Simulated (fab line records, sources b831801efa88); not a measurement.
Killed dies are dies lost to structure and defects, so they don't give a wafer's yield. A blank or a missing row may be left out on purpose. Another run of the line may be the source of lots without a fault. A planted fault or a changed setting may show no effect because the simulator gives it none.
The tool behind it: which one? :: flow sky130 :: 14 lots, 42 wafers sampled, at 3 steps of a route of 708

WHAT THE GAUGES SHOWED, per wafer
SKY_SONOS_TUNNEL_TW_MEAS_12.
lot: L688
measured: day 12 16:45
on: film_metro-04
SONOS_TUNNEL_TW: 194.7 194.8 194.7

lot: L689
measured: day 12 20:57
on: film_metro-04
SONOS_TUNNEL_TW: 194.9 195.0 195.0

lot: L690
measured: day 13 08:43
on: film_metro-04
SONOS_TUNNEL_TW: 194.7 195.1 195.6

lot: L692
measured: day 13 14:38
on: film_metro-02
SONOS_TUNNEL_TW: 196.6 197.4 197.4

lot: L693
measured: day 14 01:16
on: film_metro-04
SONOS_TUNNEL_TW: 195.5 195.0 195.1

lot: L694
measured: day 14 05:53
on: film_metro-01
SONOS_TUNNEL_TW: 192.6 193.1 193.4

lot: L695
measured: day 14 17:34
on: film_metro-02
SONOS_TUNNEL_TW: 196.9 197.7 195.5

lot: L696
measured: day 14 23:06
on: film_metro-02
SONOS_TUNNEL_TW: 196.3 196.6 196.6

lot: L697
measured: day 15 06:59
on: film_metro-01
SONOS_TUNNEL_TW: 194.9 194.4 193.6

lot: L698
measured: day 15 13:18
on: film_metro-02
SONOS_TUNNEL_TW: 196.2 196.7 195.4

lot: L699
measured: day 15 20:19
on: film_metro-02
SONOS_TUNNEL_TW: 196.7 197.6 197.8

lot: L702
measured: day 16 15:59
on: film_metro-04
SONOS_TUNNEL_TW: 195.4 195.0 195.2

lot: L703
measured: day 17 02:13
on: film_metro-02
SONOS_TUNNEL_TW: 195.9 196.4 197.1

lot: L707
measured: day 18 21:36
on: film_metro-01
SONOS_TUNNEL_TW: 193.3 195.0 195.9

SKY_GATE_OXIDE_TW_MEAS_14.
lot: L688
measured: day 15 04:38
on: film_metro-03
GATE_OXIDE_TW: 224.0 224.4 224.8

lot: L689
measured: day 15 07:06
on: film_metro-02
GATE_OXIDE_TW: 223.1 224.2 223.5

lot: L690
measured: day 16 00:04
on: film_metro-02
GATE_OXIDE_TW: 223.1 224.5 222.9

lot: L692
measured: day 16 09:38
on: film_metro-03
GATE_OXIDE_TW: 226.5 225.2 225.7

lot: L693
measured: day 16 14:52
on: film_metro-04
GATE_OXIDE_TW: 222.7 221.2 221.8

lot: L694
measured: day 16 20:40
on: film_metro-02
GATE_OXIDE_TW: 222.8 222.5 222.7

lot: L695
measured: day 17 07:49
on: film_metro-03
GATE_OXIDE_TW: 227.0 225.2 225.3

lot: L696
measured: day 17 12:38
on: film_metro-03
GATE_OXIDE_TW: 225.8 226.4 226.5

lot: L697
measured: day 17 22:39
on: film_metro-04
GATE_OXIDE_TW: 220.9 221.7 221.9

lot: L698
measured: day 18 08:52
on: film_metro-03
GATE_OXIDE_TW: 226.1 226.0 224.9

lot: L699
measured: day 18 17:48
on: film_metro-04
GATE_OXIDE_TW: 220.2 220.7 221.6

lot: L702
measured: day 19 16:48
on: film_metro-03
GATE_OXIDE_TW: 224.7 225.1 223.0

lot: L703
measured: day 20 06:22
on: film_metro-02
GATE_OXIDE_TW: 222.3 222.8 222.4

lot: L707
measured: day 21 20:04
on: film_metro-03
GATE_OXIDE_TW: 226.7 225.1 225.3

SKY_POLY_GATE_THK_MEAS_21.
lot: L688
measured: day 17 21:41
on: film_metro-03
POLY_GATE_OXIDATION_THK (nm): 3.93 3.94 3.93

lot: L689
measured: day 18 03:28
on: film_metro-03
POLY_GATE_OXIDATION_THK (nm): 4.08 4.02 4.10

lot: L690
measured: day 18 18:53
on: film_metro-03
POLY_GATE_OXIDATION_THK (nm): 4.00 4.02 4.00

lot: L692
measured: day 19 03:02
on: film_metro-02
POLY_GATE_OXIDATION_THK (nm): 4.13 4.06 4.08

lot: L693
measured: day 19 08:38
on: film_metro-01
POLY_GATE_OXIDATION_THK (nm): 4.01 4.03 4.03

lot: L694
measured: day 19 21:11
on: film_metro-03
POLY_GATE_OXIDATION_THK (nm): 4.09 4.04 3.98

lot: L695
measured: day 20 10:46
on: film_metro-01
POLY_GATE_OXIDATION_THK (nm): 4.06 4.06 4.02

lot: L696
measured: day 20 10:47
on: film_metro-02
POLY_GATE_OXIDATION_THK (nm): 4.00 4.03 3.98

lot: L697
measured: day 21 00:07
on: film_metro-01
POLY_GATE_OXIDATION_THK (nm): 4.08 4.08 4.03

lot: L698
measured: day 21 08:32
on: film_metro-02
POLY_GATE_OXIDATION_THK (nm): 3.94 3.97 3.91

lot: L699
measured: day 21 15:36
on: film_metro-03
POLY_GATE_OXIDATION_THK (nm): 3.98 3.93 3.94

lot: L702
measured: day 22 11:53
on: film_metro-01
POLY_GATE_OXIDATION_THK (nm): 4.01 4.03 4.09

lot: L703
measured: day 23 02:22
on: film_metro-01
POLY_GATE_OXIDATION_THK (nm): 4.12 4.00 4.09

lot: L707
measured: day 24 14:29
on: film_metro-02
POLY_GATE_OXIDATION_THK (nm): 3.93 3.86 3.88

WHAT TOOL EACH LOT RAN ON (gives the tool, then ch and the chambers of the sampled wafers, and finally the start)
No process step before these readings appears in the record.

AS READ BY THE TOOLS THEMSELVES (means over the sampled wafers that have a number; for cases with no such wafer, the mark the record gives instead)
The record holds no such reading with a usual standard deviation.

THE ANSWER, worked out from the rows above alone
Rule: the lots themselves supply what counts as usual. Put in order of their means at a reading, lots are off if they are a third of the lots or fewer, leave a main group of 4 or more, and stand apart from it by a gap of 3 or more times the standard deviation of the main group's means; of several such gaps the widest counts. Not used: any main group whose means are identical at the precision the tables above print for the reading. Also off: a lot with no number at a reading for which 4 or more lots have one. Any other lot the step has rows for is counted as sound. Order of review: gauges by route order, followed by the tools' own readings, for which a lot's mean as printed above is used. The first step at which some lot is off is used, and at that step the reading that is off furthest; a lot without a number counts as furthest.
No lot is off on any of the readings shown, so nothing can be concluded from this.

WHAT THE SIMULATOR HAD INSERTED
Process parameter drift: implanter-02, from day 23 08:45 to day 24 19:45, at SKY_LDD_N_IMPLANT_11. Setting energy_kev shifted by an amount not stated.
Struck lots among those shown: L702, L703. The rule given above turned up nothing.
